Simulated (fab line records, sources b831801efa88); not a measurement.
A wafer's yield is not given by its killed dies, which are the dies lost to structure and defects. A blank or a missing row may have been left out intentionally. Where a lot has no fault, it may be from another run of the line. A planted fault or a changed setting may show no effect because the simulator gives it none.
One fault through the eyes of 2 desks -- flow gf180mcu -- each desk has only its own numbers; what lay behind them comes last

THE METROLOGY DESK
Lot by lot, what the gauges showed, no matter which tool ran the lot: averages of those sampled wafers that carry a number. Any lot whose mean is over 4 standard deviations away from the usual mean is out of limits and marked OUT; that distance is given in the brackets.
Columns: A = MVSD_OVL at GF_MVSD_OVL_MEAS_07, usual -0.4 nm; B = MVPSD_OVL at GF_MVPSD_OVL_MEAS_07, usual -0.7 nm
lot,first seen here,A,B
L583,day 4 21:43,-2.5,1.9
L584,day 5 04:41,-4.5,-2.7
L586,day 5 10:28,0.8,-1.0
L587,day 5 12:34,-0.5,-0.5
L588,day 5 22:42,0.1,0.0
L589,day 6 07:24,0.6,-1.2
L591,day 6 14:32,-0.1,-0.7
L592,day 6 19:35,1.6,0.7
L593,day 7 01:34,-1.1,0.5
L597,day 8 00:37,1.2,0.7
L599,day 8 13:07,2.2,-1.4
L600,day 8 19:52,0.5,0.5
L603,day 9 12:52,-1.6,-1.7
L605,day 10 00:34,0.1,0.8
Result from this desk: across the 14 lots, nothing is out of limits.

DESK OF THE TOOL OWNER: litho-track-03
At GF_MVPSD_DEHYDRATE_00 (time 60 s), the tool's own readings, given per lot that ran on this tool as the mean of the sampled wafers with a number. Any lot whose mean is over 4 standard deviations away from the usual mean is out of limits and marked OUT; that distance is given in the brackets.
Columns: A = heater-power-total-W at GF_MVPSD_DEHYDRATE_00, usual 160.38 W; B = plate-temp-C at GF_MVPSD_DEHYDRATE_00, usual 200.02 C
lot,first seen here,A,B
L583,day 5 04:28,160.47,199.95
L592,day 7 03:10,160.32,199.95
L597,day 8 08:46,165.91 (+46) OUT,205.65 (+33) OUT
L599,day 8 21:25,166.10 (+48) OUT,205.48 (+32) OUT
L600,day 9 04:37,166.01 (+47) OUT,205.52 (+32) OUT
This desk's finding: out of limits on L597, L599, L600; first on L597, day 8 08:46 (heater-power-total-W at GF_MVPSD_DEHYDRATE_00). L583, L592 stayed within limits.

TAKEN TOGETHER
The tool owner's desk could have raised an alarm at day 8 08:46, on L597, L599, L600.
Nothing out of limits was seen by the metrology desk.
The metrology desk has L597, L599, L600 on record, within its limits.
The lots listed all ran GF_MVPSD_DEHYDRATE_00 on litho-track-03.

WHAT THE SIMULATOR HAD INSERTED
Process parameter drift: litho-track-03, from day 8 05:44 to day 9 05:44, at GF_MVPSD_DEHYDRATE_00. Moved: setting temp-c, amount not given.
Shown lots that were struck: L597, L599, L600.
Delay in hours, fault start to first out-of-limits reading, by desk: the tool owner's desk at 3.
